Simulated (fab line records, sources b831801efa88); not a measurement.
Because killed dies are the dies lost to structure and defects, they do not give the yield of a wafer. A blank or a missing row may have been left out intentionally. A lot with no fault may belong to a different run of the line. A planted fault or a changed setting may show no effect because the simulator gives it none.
fab line records -- flow sky130
record lots=5, wafers=15, last-day=50
route steps=708 shown SONOS_ONO@171 PAD_OPEN@708
lots untouched by any fault: they come from a run of this same line in which no faults occurred
start-h: hours from the record's opening day to when the first of the lot's shown wafers began -- wait-h: time in hours since the lot's previous step -- " repeats the value in the row above -- L1.1+2: several wafers, shown together as one row -- - no value, or no start was given -- * or withheld: withheld -- < > ~ a bound
route shown NAME@n: names a module that has steps shown in the file, with the first one's number in the route -- usual: mean/standard deviation taken from wafers without a fault -- same: alike in all rows -- chamber/n: place in a boat -- sites: the reading at each site -- _std_site: standard deviation across them -- _edge_site: the outer-site mean with the inner-site mean subtracted -- radius-mm: how far each site lies from the wafer's centre -- mask NAME#n: copy n -- behind: tool/chamber where the wafer was last shaped -- hold: why the lot went on hold/how many hours it stayed there/how the hold came to an end -- device: the transistor (n, p or np) that didn't switch -- end of line: the tests these same wafers got at the end of their route -- for a step that has no rows: nothing shown but its recipe -- killed: not the wafer's yield, but the dies lost to structure and defects at the first sort -- map: the dies of a wafer, with x for killed, . for not killed, _ for no die there
set.NAME: the setting as run; set.NAME@STEP: as run at that earlier step -- model.NAME: the simulator's own value behind a step, which no gauge read
lots at some steps of the route; a table a step, a row a wafer
services: a tool's chamber out of use, with start hour (start-h, from the record's first day; less than 0 if before it), hours out, and reason
## steps
# step SKY_SONOS_ONO_THK_MEAS_03
# recipe reads=Si3N4_of_SONOS_ONO_CVD_02
# usual SONOS_ONO_CVD_02_THK=10.50/0.17
lot.wafer,tool,chamber,start-h,wait-h,SONOS_ONO_CVD_02_THK[nm]
L807.3,film-metro-02,-,255.20,0.0,10.57
L807.4,film-metro-02,-,255.20,0.0,10.47
L807.6,film-metro-02,-,255.20,0.0,10.54
L811.1,film-metro-02,-,287.93,0.0,10.52
L811.2,film-metro-02,-,287.93,0.0,10.52
L811.5,film-metro-02,-,287.93,0.0,10.66
L823.1,film-metro-03,-,382.88,0.0,10.48
L823.5,film-metro-03,-,382.88,0.0,10.45
L823.6,film-metro-03,-,382.88,0.0,10.63
L825.1,film-metro-01,-,407.58,0.0,10.64
L825.3,film-metro-01,-,407.58,0.0,10.59
L825.4,film-metro-01,-,407.58,0.0,10.56
L827.1,film-metro-01,-,419.05,0.0,10.45
L827.4,film-metro-01,-,419.05,0.0,10.42
L827.6,film-metro-01,-,419.05,0.0,10.32
# step SKY_SONOS_ONO_CVD_04
# recipe material=SiO2, precursor=SiH4/N2O, target-thk-nm=5.7199, temp-c=900, pressure-mtorr=400
# step SKY_SONOS_ONO_THK_MEAS_05
# recipe reads=SiO2_of_SONOS_ONO_CVD_04
# usual SONOS_ONO_CVD_04_THK=5.81/0.1
lot.wafer,tool,chamber,start-h,wait-h,SONOS_ONO_CVD_04_THK[nm]
L807.3,film-metro-03,-,256.51,0.0,5.62
L807.4,film-metro-03,-,256.51,0.0,5.57
L807.6,film-metro-03,-,256.51,0.0,5.74
L811.1,film-metro-03,-,289.86,0.0,5.78
L811.2,film-metro-03,-,289.86,0.0,5.90
L811.5,film-metro-03,-,289.86,0.0,5.85
L823.1,film-metro-03,-,384.19,0.0,5.89
L823.5,film-metro-03,-,384.19,0.0,6.06
L823.6,film-metro-03,-,384.19,0.0,5.96
L825.1,film-metro-02,-,408.89,0.0,5.94
L825.3,film-metro-02,-,408.89,0.0,5.85
L825.4,film-metro-02,-,408.89,0.0,5.77
L827.1,film-metro-02,-,420.36,0.0,5.54
L827.4,film-metro-02,-,420.36,0.0,5.75
L827.6,film-metro-02,-,420.36,0.0,5.75
# step SKY_SONOS_ONO_DEHYDRATE_06
# recipe temp-c=200, time-s=60
# step SKY_SONOS_ONO_HMDS_07
# recipe prime-time-s=60, prime-temp-c=120
# step SKY_SONOS_ONO_COAT_08
# recipe resist=NOVOLAK, spin-rpm=3000, resist-thk-nm=1140
# step SKY_SONOS_ONO_SOFTBAKE_09
# recipe temp-c=90, time-s=60, resist=NOVOLAK
# step SKY_SONOS_ONO_EXPOSE_10
# recipe mask-id=ONOM, target-cd-nm=410, na=0.6, source-shape=conventional, sigma-outer=0.6, dose-mj=150
# step SKY_SONOS_ONO_PEB_11
# recipe temp-c=withheld, time-s=*, resist=NOVOLAK
# step SKY_SONOS_ONO_DEVELOP_12
# recipe develop-time-s=60, dev-temp-c=23
# step SKY_SONOS_ONO_CD_MEAS_13
# recipe target-cd-nm=410
# usual cd-nm=410.9/2.1
lot.wafer,tool,chamber,start-h,wait-h,cd-nm
L807.3,cd-sem-02,-,280.35,0.1,413.4
L807.4,cd-sem-02,-,280.35,0.1,414.6
L807.6,cd-sem-02,-,280.35,0.1,412.9
L811.1,cd-sem-02,-,315.51,0.1,411.4
L811.2,cd-sem-02,-,315.51,0.1,410.1
L811.5,cd-sem-02,-,315.51,0.1,409.2
L823.1,cd-sem-01,-,413.26,0.1,410.7
L823.5,cd-sem-01,-,413.26,0.1,410.0
L823.6,cd-sem-01,-,413.26,0.1,409.0
L825.1,cd-sem-02,-,439.06,0.1,414.3
L825.3,cd-sem-02,-,439.06,0.1,412.2
L825.4,cd-sem-02,-,439.06,0.1,414.0
L827.1,cd-sem-01,-,451.06,0.1,411.6
L827.4,cd-sem-01,-,451.06,0.1,411.3
L827.6,cd-sem-01,-,451.06,0.1,414.5
# step SKY_SONOS_ONO_OVL_MEAS_14
# usual SONOS_ONO_OVL=0.4/1.2
lot.wafer,tool,chamber,start-h,wait-h,SONOS_ONO_OVL[nm]
L807.3,overlay-01,-,280.44,0.1,-0.7
L807.4,overlay-01,-,280.44,0.1,0.0
L807.6,overlay-01,-,280.44,0.1,0.0
L811.1,overlay-01,-,315.63,0.1,-2.1
L811.2,overlay-01,-,315.63,0.1,0.8
L811.5,overlay-01,-,315.63,0.1,-0.1
L823.1,overlay-02,-,413.38,0.1,0.5
L823.5,overlay-02,-,413.38,0.1,-2.3
L823.6,overlay-02,-,413.38,0.1,-2.0
L825.1,overlay-02,-,439.18,0.1,-2.1
L825.3,overlay-02,-,439.18,0.1,0.2
L825.4,overlay-02,-,439.18,0.1,-0.2
L827.1,overlay-01,-,451.18,0.1,0.7
L827.4,overlay-01,-,451.18,0.1,1.7
L827.6,overlay-01,-,451.18,0.1,2.9
# step SKY_SONOS_ONO_ETCH_15
# recipe target-depth-nm=19.52, chemistry=CHF3/O2, source-w=600, bias-w=200, pressure-mtorr=40, chf3-flow-sccm=50, O2_flow_sccm=5, time-s=7.8
# usual bias-w=200.0/0.58, drypump-motor-current-A=5.88/0.28, oes-product-au=1.003/0.0087, rf-fwd-power-W=589/3.1, throttle-valve-pct=8.825/0.0096
lot.wafer,tool,chamber,start-h,wait-h,bias-w,drypump-motor-current-A,oes-product-au,rf-fwd-power-W,rf-hours-counter-h,throttle-valve-pct,model.SONOS_ONO.feature-depth-nm,model.etch.depth-nm
L807.3,rie-diel-04,1,280.47,0.0,201.2,6.17,0.993,590,56,8.819,19.22,19.22
L807.4,rie-diel-04,0,280.47,0.0,199.7,6.13,1.016,590,28,8.814,19.81,19.81
L807.6,rie-diel-04,0,280.47,0.0,199.2,6.13,1.016,589,-,8.834,19.89,19.89
L811.1,rie-diel-01,2,315.67,0.0,199.3,5.87,0.999,583,91,8.834,19.51,19.51
L811.2,rie-diel-01,1,315.67,0.0,199.7,6.21,0.994,589,0,8.828,19.06,19.06
L811.5,rie-diel-01,1,315.67,0.0,200.7,6.22,0.988,587,-,8.811,19.14,19.14
L823.1,rie-diel-01,0,413.42,0.0,199.4,5.60,1.012,592,1,8.818,19.78,19.78
L823.5,rie-diel-01,3,413.42,0.0,200.0,5.98,1.047,686,-,8.824,20.9,20.9
L823.6,rie-diel-01,0,413.42,0.0,199.6,5.62,1.011,590,-,8.816,19.74,19.74
L825.1,rie-diel-04,3,439.22,0.0,200.2,5.60,1.013,596,1,8.817,19.75,19.75
L825.3,rie-diel-04,2,439.22,0.0,199.6,5.37,1.014,587,10,8.852,19.92,19.92
L825.4,rie-diel-04,0,439.22,0.0,200.8,6.13,1.005,589,31,8.841,19.76,19.76
L827.1,rie-diel-04,0,451.22,0.0,200.1,6.13,0.997,590,31,8.826,19.56,19.56
L827.4,rie-diel-04,3,451.22,0.0,200.9,5.62,1.004,594,1,8.812,19.54,19.54
L827.6,rie-diel-04,1,451.22,0.0,201.1,6.13,0.985,591,-,8.818,19.07,19.07
# step SKY_SONOS_ONO_WET_ETCH_16
# recipe chemistry=dHF, target-depth-nm=14, dry=n2-spin, target=SiO2, dilution=100:1, temp-c=25, time-s=280
# step SKY_PAD_OPEN_PROBE_99
# usual killed_at_M0_to_M3=44/6.9, killed_at_M4_up=3.3/1.8, killed-at-contacts=24/5, killed-at-front-end=16/4.6, killed-at-other=0.2/0.42, killed-dies=88/9.2, killed-open=48/7.3, killed-short=40/6.5
# same gross-dies=492, killed-at-back-side=0
lot.wafer,tool,chamber,start-h,wait-h,killed_at_M0_to_M3,killed_at_M4_up,killed-at-contacts,killed-at-front-end,killed-at-other,killed-dies,killed-open,killed-short
L807.3,prober-01,-,1072.43,0.2,69,6,28,11,0,114,67,47
L807.4,prober-01,-,1072.48,0.2,46,1,23,21,0,91,48,43
L807.6,prober-01,-,1072.58,0.2,49,5,22,17,0,93,54,39
L823.1,prober-01,-,1170.17,0.1,51,3,26,16,0,96,51,44
L823.5,prober-01,-,1170.37,0.2,51,4,25,8,1,89,44,44
L823.6,prober-01,-,1170.42,0.2,53,4,27,16,0,100,56,44
# killed by level:class
L807.3 VIA1:geometric-particle:open=18 CONTACT:geometric-particle:open=14 METAL2:geometric-particle:short=10 VIA3:geometric-particle:open=10 VIA2:geometric-particle:open=9 VIA1:geometric-particle:short=7 LOCAL_INTERCONNECT:geometric-particle:short=5 POLY_GATE:geometric-particle:short=3
L807.4 CONTACT:geometric-particle:open=10 VIA1:geometric-particle:open=9 METAL2:geometric-particle:short=8 METAL3:geometric-particle:short=8 LI_CONTACT:geometric-particle:open=7 POLY_GATE:geometric-particle:short=6 METAL1:geometric-particle:short=6 VIA3:geometric-particle:open=5
L807.6 VIA1:geometric-particle:open=12 CONTACT:geometric-particle:open=11 VIA2:geometric-particle:open=9 METAL2:geometric-particle:short=6 VIA3:geometric-particle:open=6 FIELD_ISO:geometric-particle:open=5 CONTACT:geometric-particle:short=5 FIELD_ISO:geometric-particle:short=4
L823.1 VIA2:geometric-particle:open=14 LOCAL_INTERCONNECT:geometric-particle:short=10 CONTACT:geometric-particle:open=8 VIA1:geometric-particle:open=7 POLY_GATE:geometric-particle:open=5 VIA3:geometric-particle:open=5 VIA1:geometric-particle:short=5 METAL2:geometric-particle:short=4
L823.5 CONTACT:geometric-particle:open=13 METAL2:geometric-particle:short=10 VIA1:geometric-particle:open=8 VIA3:geometric-particle:open=8 LI_CONTACT:geometric-particle:open=5 VIA2:geometric-particle:open=5 VIA3:geometric-particle:short=5 CONTACT:geometric-particle:short=4
L823.6 CONTACT:geometric-particle:open=17 METAL2:geometric-particle:short=10 METAL1:geometric-particle:short=8 VIA1:geometric-particle:open=8 VIA3:geometric-particle:open=7 VIA2:geometric-particle:open=6 POLY_GATE:geometric-particle:open=5 LOCAL_INTERCONNECT:geometric-particle:short=5
## services
tool,chamber,start-h,hours,kind
rie-diel-01,1,289.13,-,clean
rie-diel-01,1,289.13,24.0,scheduled-down
rie-diel-01,1,289.13,24.0,vent-cycle
rie-diel-01,0,313.14,-,clean
rie-diel-01,0,313.14,17.9,scheduled-down
rie-diel-01,0,313.14,17.9,vent-cycle
rie-diel-01,3,314.18,9.5,repair
rie-diel-04,0,323.28,14.6,repair
rie-diel-04,3,361.26,12.3,repair
rie-diel-04,3,376.76,1.8,repair
rie-diel-04,3,378.59,-,clean
rie-diel-04,3,378.59,24.6,scheduled-down
rie-diel-04,3,378.59,24.6,vent-cycle
## key
first-sign step=SKY_SONOS_ONO_ETCH_15, reading=rf-fwd-power-W, direction=up, sigmas=31, usual=589, struck=686
effect step=SKY_SONOS_ONO_ETCH_15, reading=oes-product-au, direction=up, sigmas=5, usual=1.003, struck=1.047
model-effect step=SKY_SONOS_ONO_ETCH_15, value=SONOS_ONO.feature-depth-nm, without=19.75, struck=20.9
met-at SKY_SONOS_ONO_ETCH_15
struck-wafers L823.5
tester-left-out L823
fault kind=process-parameter-drift, tool=rie-diel-01, chamber=3, onset-h=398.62, steps=SKY_SONOS_ONO_ETCH_15, channel=source-w, offset=96, shape=step, end-h=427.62, acts-in=these-recipes-only, stated=600
# tester-left-out: of these lots the tester's yield and bins aren't shown, on N5 and GAA mostly nor the transistor test; their killed dies are dies lost to structure and defects alone, not to doping, threshold or leakage, so they don't give the yield
